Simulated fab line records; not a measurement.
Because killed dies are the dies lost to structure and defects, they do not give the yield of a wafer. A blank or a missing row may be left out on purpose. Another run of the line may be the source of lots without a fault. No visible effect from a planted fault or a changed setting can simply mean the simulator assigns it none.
Struck lot and sound lot, side by side | flow sky130 | 15 out of 708 route steps
Sound: wafers L339.1, L339.4, L339.5. Struck: wafers L354.3, L354.5. (L354.4 of the same lot was not struck and is left out.) The cause comes at the end.
At each step with rows: each side's tool, then ch and its chambers, then its first start. Under that, the readings that differ: sound wafers | struck wafers | difference of the means | sigmas: that difference in standard deviations of wafers without a fault.
alike: readings whose means differ by less than 2 such deviations, and words and numbers that are the same on both sides. not compared: withheld readings, readings that some wafer has no value for, bounds like >300 that may hide the same value, and numbers for which the record gives no deviation and whose values overlap.
Wherever a step has rows on one side only, a row that says differs or no value, or a row with sigmas, the two part there. Non-overlapping numbers with no deviation appear without sigmas and do not part them. A reading missing from all wafers of one side parts the sides only when that side holds two or more wafers.

first, 3 steps without rows for these wafers: SKY_VIA2_EXPOSE_09 (exposes mask VIM2, target cd 200 nm); SKY_VIA2_PEB_10; SKY_VIA2_DEVELOP_11 (develop time 60 s).
SKY_VIA2_CD_MEAS_12: target cd 200 nm.
  sound on cd sem-01, day 37 15:37; struck on cd sem-01, day 42 04:41
  alike: cd nm
SKY_VIA2_OVL_MEAS_13:
  sound on overlay-02, day 37 15:44; struck on overlay-01, day 42 04:46
  alike: VIA2_OVL
SKY_VIA2_ETCH_14: etches BARC in N2/H2, stops on SiO2, time 45.9 s, target depth 60 nm.
  sound on rie diel-03 ch 1,2, day 37 15:47; struck on rie diel-04 ch 0,2, day 42 04:48
  alike: drypump motor current A, oes product au, throttle valve pct
  not compared: rf hours counter h
SKY_VIA2_ETCH_15: etches SiO2 in C4F8/O2/Ar, stops on TiN, target depth 546 nm, time 84 s.
  sound on rie diel-03 ch 1,2, day 37 15:49; struck on rie diel-04 ch 0,2, day 42 04:50
  alike: oes product au
  not compared: rf hours counter h
SKY_VIA2_STRIP_16: strips in O2/N2.
  sound on plasma asher-04 ch 0,1, day 37 15:53; struck on plasma asher-02 ch 1, day 42 04:56
  alike: drypump motor current A, oes product au, strip time to endpoint s
  not compared: rf hours counter h
then, 3 steps without rows for these wafers: SKY_VIA2_STRIP_17 (strips in post etch residue remover, time 1200 s); SKY_VIA2_CLEAN_18 (cleans in IPA, time 180 s); SKY_VIA2_CLEAN_19 (cleans in O3/DIW).
SKY_VIA2_SPUTTER_20: material TiN, target thk 20 nm, time 80 s.
  sound on pvd sputter-04, day 37 16:29; struck on pvd sputter-03, day 42 05:30
  alike: chamber pressure pa, throttle valve pct
SKY_VIA2_CVD_21: deposits W, target thk 420 nm, time 126.4 s.
  sound on cvd w-02 ch 0,1, day 37 16:32; struck on cvd w-02 ch 1, day 42 05:36
  reading                            | sound             | struck      | difference | sigmas
  chamber pressure Torr (Torr)       | 39.94 39.98 40.00 | 38.55 38.60 | -1.40      | -16
  model.W_of_VIA2_CVD_21.thk nm (nm) | 422.6 411.1 420.3 | 404.3 408.6 | -11.5      |
  alike: heater power w
SKY_VIA2_RS_MEAS_22: a four-point-probe measurement.
  sound on film metro-02, day 37 16:40; struck on film metro-02, day 42 05:44
  reading            | sound             | struck      | difference | sigmas
  VIA2_W_RS (ohm/sq) | 0.272 0.279 0.273 | 0.284 0.281 | +0.008     | +2
SKY_PAD_OPEN_PROBE_99:
  sound wafers here have rows in the record (prober-02, day 46 20:10); struck ones have none

## WHERE THEY PART
At SKY_VIA2_CVD_21 first; at SKY_PAD_OPEN_PROBE_99 last (within this record only).

WHY: what had been put in by the simulator
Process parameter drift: cvd w-02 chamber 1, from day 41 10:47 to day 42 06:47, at SKY_VIA2_CVD_21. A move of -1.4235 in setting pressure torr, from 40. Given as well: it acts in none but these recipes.
